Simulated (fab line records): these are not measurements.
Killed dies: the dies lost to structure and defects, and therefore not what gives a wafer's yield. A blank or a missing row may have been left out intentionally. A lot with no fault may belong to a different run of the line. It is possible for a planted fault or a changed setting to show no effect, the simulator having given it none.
fab line records	flow sky130
[record] lots = 14	wafers = 41	last-day = 50
route steps=708 shown SD_N@358 LI_CONTACT@363 VIA1@473
lots that met no fault: taken from a fault-free run of the same line
start-h: hours from the record's opening day to when the first of the lot's shown wafers began	wait-h: hours since the lot's step before	" the same as in the row above	L1.1+2: one row covering several wafers at once	- no value present, or no start provided	* or withheld: withheld	< > ~ a bound
route shown NAME@n: a module of which the file shows steps, and the number in the route of the first	usual: the fault-free wafers' mean and standard deviation	same: alike in all rows	chamber/n: place in a boat	sites: per-site readings	_std_site: the standard deviation of these	_edge_site: mean of outer sites minus mean of inner sites	radius-mm: for every site, how far away it sits from the centre of the wafer	mask NAME#n: copy n	behind: tool/chamber where the wafer was last shaped	hold: why the lot went on hold/how many hours it stayed there/how the hold came to an end	device: names the non-switching transistor (n, p or np)	end of line: tests run on the same wafers once the route is complete	for a step that has no rows: nothing shown but its recipe	killed: the dies lost at the first sort to structure and to defects; this is not the yield of the wafer	map: dies across one wafer; x = killed, . = not, _ = none there
set.NAME: the setting that was run; set.NAME@STEP: the one run at that earlier step	model.NAME: the simulator's own value behind a step, which no gauge read
the route's steps for a sample of lots (tables are steps, rows are wafers)
services: from which hour (start-h, from the record's first day; less than 0 if before it) a tool's chamber was out of use, for how many hours, and why
[[steps]]
[step SKY_SD_N_RS_MEAS_16]
[recipe] thk-meas-gauge = four-point-probe
[usual] SD_N_RS = 68.45/0.11
lot.wafer	tool	chamber	start-h	wait-h	SD_N_RS[ohm/sq]
L887.1	film-metro-02	-	677.13	0.1	68.41
L887.3	"	-	"	"	68.29
L887.6	"	-	"	"	68.58
L890.2	film-metro-03	-	703.92	0.1	68.41
L890.5	"	-	"	"	68.48
L890.6	"	-	"	"	68.54
L889.1	film-metro-02	-	704.20	0.1	68.38
L889.4	"	-	"	"	68.43
L889.5	"	-	"	"	68.44
L892.1	film-metro-02	-	707.19	0.1	68.56
L892.4	"	-	"	"	68.62
L892.5	"	-	"	"	68.56
L891.1	film-metro-01	-	721.09	0.1	68.18
L891.4	"	-	"	"	68.31
L891.5	"	-	"	"	68.29
L893.1	film-metro-01	-	730.23	0.1	68.25
L893.3	"	-	"	"	68.28
L893.5	"	-	"	"	68.41
L894.1	film-metro-02	-	733.37	0.1	68.41
L894.3	"	-	"	"	68.53
L894.6	"	-	"	"	68.33
L896.3	film-metro-02	-	742.53	0.1	68.42
L896.5	"	-	"	"	68.43
L896.6	"	-	"	"	68.51
L895.2	film-metro-02	-	745.06	0.1	68.46
L895.3	"	-	"	"	68.64
L895.4	"	-	"	"	68.48
L897.3	film-metro-02	-	775.48	0.1	68.42
L897.5	"	-	"	"	68.45
L897.6	"	-	"	"	68.46
L902.5	film-metro-01	-	776.97	0.1	68.55
L902.6	"	-	"	"	68.46
L905.1	film-metro-03	-	795.63	0.1	68.39
L905.4	"	-	"	"	68.40
L905.5	"	-	"	"	68.40
L908.1	film-metro-01	-	818.69	0.1	68.35
L908.3	"	-	"	"	68.44
L908.5	"	-	"	"	68.28
L909.1	film-metro-03	-	823.69	0.1	68.56
L909.2	"	-	"	"	68.58
L909.6	"	-	"	"	68.38
[step SKY_LI_CONTACT_THK_MEAS_01]
[recipe] reads = PSG_of_LI_CONTACT_HDPCVD_00
[usual] LI_CONTACT_HDPCVD_THK = 931/8.1
lot.wafer	tool	chamber	start-h	wait-h	LI_CONTACT_HDPCVD_THK[nm]
L887.1	film-metro-01	-	677.61	0.1	936
L887.3	"	-	"	"	934
L887.6	"	-	"	"	929
L890.2	film-metro-03	-	704.39	0.1	939
L890.5	"	-	"	"	936
L890.6	"	-	"	"	931
L889.1	film-metro-01	-	704.79	0.1	917
L889.4	"	-	"	"	925
L889.5	"	-	"	"	922
L892.1	film-metro-01	-	707.67	0.1	925
L892.4	"	-	"	"	918
L892.5	"	-	"	"	940
L891.1	film-metro-01	-	721.57	0.1	944
L891.4	"	-	"	"	932
L891.5	"	-	"	"	935
L893.1	film-metro-01	-	730.71	0.1	939
L893.3	"	-	"	"	939
L893.5	"	-	"	"	938
L894.1	film-metro-02	-	733.99	0.2	920
L894.3	"	-	"	"	912
L894.6	"	-	"	"	917
L896.3	film-metro-01	-	742.99	0.1	943
L896.5	"	-	"	"	936
L896.6	"	-	"	"	942
L895.2	film-metro-02	-	745.53	0.1	944
L895.3	"	-	"	"	939
L895.4	"	-	"	"	941
L897.3	film-metro-01	-	775.94	0.1	922
L897.5	"	-	"	"	932
L897.6	"	-	"	"	920
L902.5	film-metro-02	-	777.41	0.0	932
L902.6	"	-	"	"	943
L905.1	film-metro-01	-	796.13	0.1	928
L905.4	"	-	"	"	916
L905.5	"	-	"	"	918
L908.1	film-metro-03	-	819.17	0.1	947
L908.3	"	-	"	"	930
L908.5	"	-	"	"	922
L909.1	film-metro-01	-	824.17	0.1	933
L909.2	"	-	"	"	939
L909.6	"	-	"	"	941
[step SKY_LI_CONTACT_BOW_MEAS_03]
[recipe] mode = bow
[usual] LI_CONTACT_BOW = 56/6.5
lot.wafer	tool	chamber	start-h	wait-h	LI_CONTACT_BOW[um]
L887.1	film-metro-01	-	677.97	0.2	47
L887.3	"	-	"	"	36
L887.6	"	-	"	"	45
L890.2	film-metro-02	-	704.76	0.2	49
L890.5	"	-	"	"	53
L890.6	"	-	"	"	52
L889.1	film-metro-01	-	705.15	0.2	55
L889.4	"	-	"	"	45
L889.5	"	-	"	"	49
L892.1	film-metro-01	-	708.03	0.1	58
L892.4	"	-	"	"	62
L892.5	"	-	"	"	62
L891.1	film-metro-01	-	721.93	0.2	53
L891.4	"	-	"	"	59
L891.5	"	-	"	"	57
L893.1	film-metro-01	-	731.07	0.2	61
L893.3	"	-	"	"	51
L893.5	"	-	"	"	65
L894.1	film-metro-02	-	734.35	0.1	63
L894.3	"	-	"	"	53
L894.6	"	-	"	"	48
L896.3	film-metro-02	-	743.37	0.2	58
L896.5	"	-	"	"	57
L896.6	"	-	"	"	51
L895.2	film-metro-03	-	745.90	0.2	59
L895.3	"	-	"	"	53
L895.4	"	-	"	"	56
L897.3	film-metro-01	-	776.32	0.2	49
L897.5	"	-	"	"	66
L897.6	"	-	"	"	62
L902.5	film-metro-03	-	777.81	0.1	50
L902.6	"	-	"	"	56
L905.1	film-metro-02	-	796.49	0.2	51
L905.4	"	-	"	"	51
L905.5	"	-	"	"	56
L908.1	film-metro-01	-	819.53	0.2	53
L908.3	"	-	"	"	53
L908.5	"	-	"	"	51
L909.1	film-metro-03	-	824.53	0.1	69
L909.2	"	-	"	"	60
L909.6	"	-	"	"	56
[step SKY_VIA1_ETCH_15]
[recipe] target = SiO2	chemistry = C4F8/O2/Ar	target-depth-nm = 351	stop-on = TiN	mask-material = KrF-thick	source-w = 1500	bias-w = 1200	pressure-mtorr = 40	c4f8-flow-sccm = withheld	O2_flow_sccm = 6	Ar_flow_sccm = 300	time-s = 54
[usual] oes-product-au = 0.981/0.0055
lot.wafer	tool	chamber	start-h	wait-h	oes-product-au	rf-hours-counter-h
L887.1	rie-diel-01	0	820.19	0.0	0.987	12
L887.3	"	1	"	"	0.997	6
L887.6	"	1	"	"	0.987	-
L890.2	rie-diel-04	0	843.59	0.0	0.976	17
L890.5	"	3	"	"	0.969	-
L890.6	"	2	"	"	0.982	-
L889.1	rie-diel-01	0	845.44	0.0	0.989	13
L889.4	"	2	"	"	0.985	8
L889.5	"	0	"	"	0.985	-
L892.1	rie-diel-01	2	848.64	0.0	0.971	8
L892.4	"	1	"	"	0.984	7
L892.5	"	2	"	"	0.977	-
L891.1	rie-diel-01	3	859.50	0.0	0.971	10
L891.4	"	1	"	"	0.987	8
L891.5	"	0	"	"	0.983	-
L893.1	rie-diel-02	3	874.59	0.0	0.977	7
L893.3	"	2	"	"	0.989	6
L893.5	"	2	"	"	0.971	-
L894.1	rie-diel-01	3	874.71	0.0	0.981	10
L894.3	"	2	"	"	0.973	9
L894.6	"	0	"	"	0.981	-
L896.3	rie-diel-02	2	881.35	0.0	0.981	6
L896.5	"	3	"	"	0.978	-
L896.6	"	2	"	"	0.979	-
L895.2	rie-diel-04	0	882.51	0.0	0.992	18
L895.3	"	1	"	"	0.988	9
L895.4	"	2	"	"	0.988	23
L897.3	rie-diel-01	0	911.20	0.0	0.984	15
L897.5	"	2	"	"	0.982	-
L897.6	"	3	"	"	0.983	-
L902.5	rie-diel-02	2	911.87	0.0	0.793	-
L902.6	"	1	"	"	0.980	-
L905.1	rie-diel-02	1	931.74	0.0	0.794	8
L905.4	"	3	"	"	0.986	8
L905.5	"	1	"	"	0.796	-
L908.1	rie-diel-04	1	951.41	0.0	0.975	11
L908.3	"	1	"	"	0.981	-
L908.5	"	2	"	"	0.985	-
L909.1	rie-diel-01	1	957.30	0.0	0.978	11
L909.2	"	3	"	"	0.978	13
L909.6	"	0	"	"	0.979	-
[step SKY_VIA1_STRIP_16]
[recipe] chemistry = O2/N2	power-w = 1400	pressure-mtorr = 1500	platen-temp-c = withheld	o2-flow-sccm = 3000	n2-flow-sccm = 300	overash-fraction = 0.5
[usual] drypump-motor-current-A = 5.7/0.51	oes-product-au = 0.416/0.0047	strip-time-to-endpoint-s = 4.457/0.017
lot.wafer	tool	chamber	start-h	wait-h	drypump-motor-current-A	oes-product-au	rf-hours-counter-h	strip-time-to-endpoint-s
L887.1	plasma-asher-01	1	820.24	0.0	6.2	0.420	37	4.449
L887.3	"	0	"	"	5.3	0.413	-	4.453
L887.6	"	1	"	"	6.2	0.414	-	4.462
L890.2	plasma-asher-03	1	843.64	0.0	5.6	0.409	101	4.478
L890.5	"	1	"	"	5.6	0.411	-	4.501
L890.6	"	0	"	"	6.2	0.411	-	4.444
L889.1	plasma-asher-03	0	845.49	0.0	6.1	0.421	102	4.430
L889.4	"	0	"	"	6.1	0.413	-	4.447
L889.5	"	0	"	"	6.1	0.421	-	4.423
L892.1	plasma-asher-01	0	848.69	0.0	5.3	0.407	41	4.459
L892.4	"	1	"	"	6.2	0.414	-	4.460
L892.5	"	1	"	"	6.2	0.414	-	4.437
L891.1	plasma-asher-03	1	859.55	0.0	5.6	0.416	104	4.444
L891.4	"	1	"	"	5.6	0.408	-	4.445
L891.5	"	0	"	"	6.2	0.415	-	4.453
L893.1	plasma-asher-02	1	874.64	0.0	5.9	0.424	70	4.454
L893.3	"	1	"	"	5.9	0.407	-	4.451
L893.5	"	1	"	"	5.9	0.419	-	4.473
L894.1	plasma-asher-03	1	874.76	0.0	5.6	0.416	105	4.443
L894.3	"	0	"	"	6.1	0.414	-	4.445
L894.6	"	0	"	"	6.1	0.418	-	4.449
L896.3	plasma-asher-03	0	881.43	0.1	6.2	0.414	-	4.451
L896.5	"	1	"	"	5.6	0.414	-	4.447
L896.6	"	0	"	"	6.2	0.414	-	4.443
L895.2	plasma-asher-01	1	882.56	0.0	6.2	0.427	45	4.459
L895.3	"	0	"	"	5.3	0.410	-	4.454
L895.4	"	1	"	"	6.2	0.417	-	4.437
L897.3	plasma-asher-02	0	911.28	0.1	4.8	0.423	-	4.435
L897.5	"	1	"	"	5.9	0.423	-	4.478
L897.6	"	0	"	"	4.7	0.411	-	4.441
L902.5	plasma-asher-01	1	911.96	0.1	6.2	0.423	-	4.687
L902.6	"	0	"	"	5.3	0.420	-	4.442
L905.1	plasma-asher-02	0	931.79	0.0	4.8	0.424	76	4.703
L905.4	"	1	"	"	5.9	0.418	-	4.454
L905.5	"	0	"	"	4.8	0.424	-	4.711
L908.1	plasma-asher-03	1	951.48	0.0	5.6	0.415	113	4.481
L908.3	"	0	"	"	6.1	0.415	-	4.464
L908.5	"	0	"	"	6.1	0.414	-	4.472
L909.1	plasma-asher-03	1	957.34	0.0	5.6	0.421	113	4.454
L909.2	"	0	"	"	6.1	0.413	113	4.433
L909.6	"	0	"	"	6.2	0.418	-	4.439
[[services]]
tool	chamber	start-h	hours	kind
plasma-asher-03	-	812.74	8.1	repair
plasma-asher-02	-	818.87	38.9	pm
rie-diel-01	0	826.50	8.2	repair
rie-diel-02	2	827.57	9.4	repair
plasma-asher-03	-	840.18	2.8	pm
plasma-asher-02	-	864.68	1.4	repair
rie-diel-01	3	865.09	3.4	repair
rie-diel-04	3	946.87	6.0	repair
rie-diel-02	3	947.82	7.6	repair
rie-diel-04	0	951.33	2.6	repair
[[key]]
[first-sign] step = SKY_VIA1_ETCH_15	reading = oes-product-au	direction = down	sigmas = 34	usual = 0.981	struck = 0.794
[effect] step = SKY_VIA1_STRIP_16	reading = strip-time-to-endpoint-s	direction = up	sigmas = 15	usual = *	struck = *
met-at SKY_VIA1_ETCH_15
struck-lots L902,L905
struck-wafers L902.5,L905.1,L905.5
sort-left-out L902.5,L905.1,L905.5
not-acting-at SKY_SD_N_RS_MEAS_16,SKY_LI_CONTACT_THK_MEAS_01,SKY_LI_CONTACT_BOW_MEAS_03
onset-between 881.35 911.87
[fault] kind = process-parameter-drift	tool = rie-diel-02	chamber = -	onset-h = 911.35	steps = SKY_VIA1_ETCH_15	channel = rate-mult	offset = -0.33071	shape = step	end-h = 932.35	scope = struck-wafers-only
// sort-left-out: the simulated sort isn't trusted on such a fault, so these wafers' sort isn't shown, and their yield isn't known
